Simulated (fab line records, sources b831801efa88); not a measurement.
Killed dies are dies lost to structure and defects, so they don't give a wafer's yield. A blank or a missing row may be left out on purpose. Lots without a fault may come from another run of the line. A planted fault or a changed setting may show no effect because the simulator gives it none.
Which tool did it? | flow gf180mcu | 13 lots, 39 wafers sampled, at 5 steps of a route of 602

WHAT THE GAUGES READ, wafer by wafer
GF_NWELL_OVL_MEAS_07. Usual: NWELL_OVL 1.0 nm, standard deviation 1.4.
lot  | measured    | on         | NWELL_OVL (nm) | flag
L280 | day 3 07:06 | overlay-01 | 0.4 0.1 1.4    |
L281 | day 3 15:05 | overlay-02 | -2.3 -1.4 -0.3 |
L283 | day 3 23:33 | overlay-01 | 1.9 2.1 3.3    |
L282 | day 3 23:42 | overlay-02 | 0.0 -0.1 0.9   |
L285 | day 4 08:38 | overlay-02 | 1.7 2.7 1.5    |
L288 | day 5 05:14 | overlay-01 | 0.1 1.4 3.5    |
L289 | day 5 07:45 | overlay-02 | 0.4 -0.1 1.2   |
L290 | day 5 17:54 | overlay-02 | 1.8 -1.0 0.2   |
L291 | day 5 21:48 | overlay-02 | -0.9 -0.7 -0.6 |
L292 | day 6 01:16 | overlay-01 | 1.9 -0.4 2.0   |
L293 | day 6 07:27 | overlay-02 | 2.2 2.3 2.2    |
L302 | day 8 06:10 | overlay-01 | - 0.5 0.5      |
L303 | day 8 15:58 | overlay-02 | 0.2 -0.2 -1.5  |

GF_NWELL_TW_MEAS_11. Usual: NWELL_TW 1590, standard deviation 11.
lot  | measured    | on            | NWELL_TW                  | flag
L280 | day 3 07:32 | film_metro-01 | 1581 1560 1569            |
L281 | day 3 15:32 | film_metro-02 | 1591 1595 1602            |
L283 | day 3 23:59 | film_metro-02 | 1609 1605 1597            |
L282 | day 4 00:08 | film_metro-03 | 1585 1579 1584            |
L285 | day 4 09:04 | film_metro-03 | 1592 1586 1598            |
L288 | day 5 05:40 | film_metro-01 | 1573 1572 1574            |
L289 | day 5 08:11 | film_metro-02 | 1608 1593 1587            |
L290 | day 5 18:20 | film_metro-01 | 1570 1572 1577            |
L291 | day 5 22:14 | film_metro-02 | 1595 1595 1596            |
L292 | day 6 01:43 | film_metro-02 | 1596 1600 1596            |
L293 | day 6 07:53 | film_metro-02 | 1583 1597 1591            |
L302 | day 8 06:37 | film_metro-02 | 30 1606 1595 31 1597 1600 | OFF
L303 | day 8 16:24 | film_metro-01 | 1566 1587 1575            |

GF_V2_RS_MEAS_24: measures by four-point-probe. Usual: V2_W_RS 0.329 ohm/sq, standard deviation 0.0041.
lot  | measured     | on            | V2_W_RS (ohm/sq)  | flag
L280 | day 20 00:29 | film_metro-03 | 0.325 0.321 0.328 |
L281 | day 20 16:01 | film_metro-03 | 0.335 0.332 0.332 |
L283 | day 21 02:53 | film_metro-01 | 0.320 0.321 0.319 |
L282 | day 21 08:54 | film_metro-03 | 0.329 0.324 0.328 |
L285 | day 21 23:23 | film_metro-03 | 0.332 0.332 0.328 |
L288 | day 23 07:28 | film_metro-01 | 0.321 0.322 0.327 |
L289 | day 23 12:14 | film_metro-03 | 0.330 0.324 0.322 |
L290 | day 24 06:19 | film_metro-03 | 0.334 0.329 0.333 |
L291 | day 24 07:46 | film_metro-01 | 0.323 0.331 0.330 |
L292 | day 24 15:10 | film_metro-01 | 0.331 0.327 0.330 |
L293 | day 24 22:14 | film_metro-01 | 0.337 0.336 0.334 |
L302 | day 27 23:14 | film_metro-02 | 0.328 0.332 0.327 |
L303 | day 28 02:15 | film_metro-02 | 0.330 0.329 0.332 |

WHICH TOOL RAN EACH LOT (tool, then ch and the chambers of the sampled wafers, then the start)
lot  | GF_NWELL_DEVELOP_06              | GF_M1_SPUTTER_04
L280 | litho_track-04 ch 0, day 3 06:00 | pvd_sputter-01, day 15 20:35
L281 | litho_track-03 ch 0, day 3 14:00 | pvd_sputter-02, day 16 10:45
L283 | litho_track-04 ch 0, day 3 23:00 | pvd_sputter-03, day 16 20:53
L282 | litho_track-02 ch 0, day 3 23:00 | pvd_sputter-01, day 17 04:01
L285 | litho_track-03 ch 0, day 4 08:00 | pvd_sputter-02, day 17 18:47
L288 | litho_track-03 ch 0, day 5 05:00 | pvd_sputter-01, day 19 02:34
L289 | litho_track-02 ch 0, day 5 07:00 | pvd_sputter-02, day 19 09:25
L290 | litho_track-02 ch 0, day 5 17:00 | pvd_sputter-03, day 20 04:10
L291 | litho_track-02 ch 0, day 5 21:00 | pvd_sputter-01, day 20 06:04
L292 | litho_track-03 ch 0, day 6 01:00 | pvd_sputter-01, day 20 12:40
L293 | litho_track-04 ch 0, day 6 07:00 | pvd_sputter-01, day 20 21:46
L302 | litho_track-03 ch 0, day 8 06:00 | pvd_sputter-02, day 24 03:53
L303 | litho_track-04 ch 0, day 8 15:00 | pvd_sputter-01, day 24 07:08
- GF_NWELL_DEVELOP_06: develop time 60 s.
- GF_M1_SPUTTER_04: material TiN, target thk 50 nm, time 41.7 s.

WHAT THE TOOLS THEMSELVES READ (means of the sampled wafers that have a number; where no wafer has one, the mark that the record gives instead)
GF_M1_SPUTTER_04. Usual: throttle_valve_pct 30.4 %, standard deviation 1.
lot  | tool           | throttle_valve_pct (%) | flag
L280 | pvd_sputter-01 | 31.1                   |
L281 | pvd_sputter-02 | 31.1                   |
L283 | pvd_sputter-03 | 29.8                   |
L282 | pvd_sputter-01 | 31.4                   |
L285 | pvd_sputter-02 | 31.0                   |
L288 | pvd_sputter-01 | 30.8                   |
L289 | pvd_sputter-02 | 30.4                   |
L290 | pvd_sputter-03 | 29.2                   |
L291 | pvd_sputter-01 | 30.8                   |
L292 | pvd_sputter-01 | 30.9                   |
L293 | pvd_sputter-01 | 30.7                   |
L302 | pvd_sputter-02 | 31.0                   |
L303 | pvd_sputter-01 | 31.1                   |

THE ANSWER, worked out from the rows above alone
Rule: a lot is off if the mean of its wafers that have a number lies more than 3 standard deviations from the usual mean. A lot without any number at a reading at which 4 lots or more have one is off too. The other lots that the step has rows for count as sound. The gauges are gone through in route order, then the tools' own readings, and for those a lot's mean is taken as printed above. The first step at which some lot is off is used, and at that step the reading that is off furthest; a lot without a number counts as furthest.
Off: L302, at GF_NWELL_TW_MEAS_11 (NWELL_TW).
A tool fits if, at a process step before that reading, it ran every lot that is off, and no sound lot after the first of them. The gauges at GF_NWELL_TW_MEAS_11 are tried like those tools. Can't be told from this: 2 tools fit, litho_track-03 at GF_NWELL_DEVELOP_06, film_metro-02 at GF_NWELL_TW_MEAS_11.

WHAT THE SIMULATOR HAD PUT IN
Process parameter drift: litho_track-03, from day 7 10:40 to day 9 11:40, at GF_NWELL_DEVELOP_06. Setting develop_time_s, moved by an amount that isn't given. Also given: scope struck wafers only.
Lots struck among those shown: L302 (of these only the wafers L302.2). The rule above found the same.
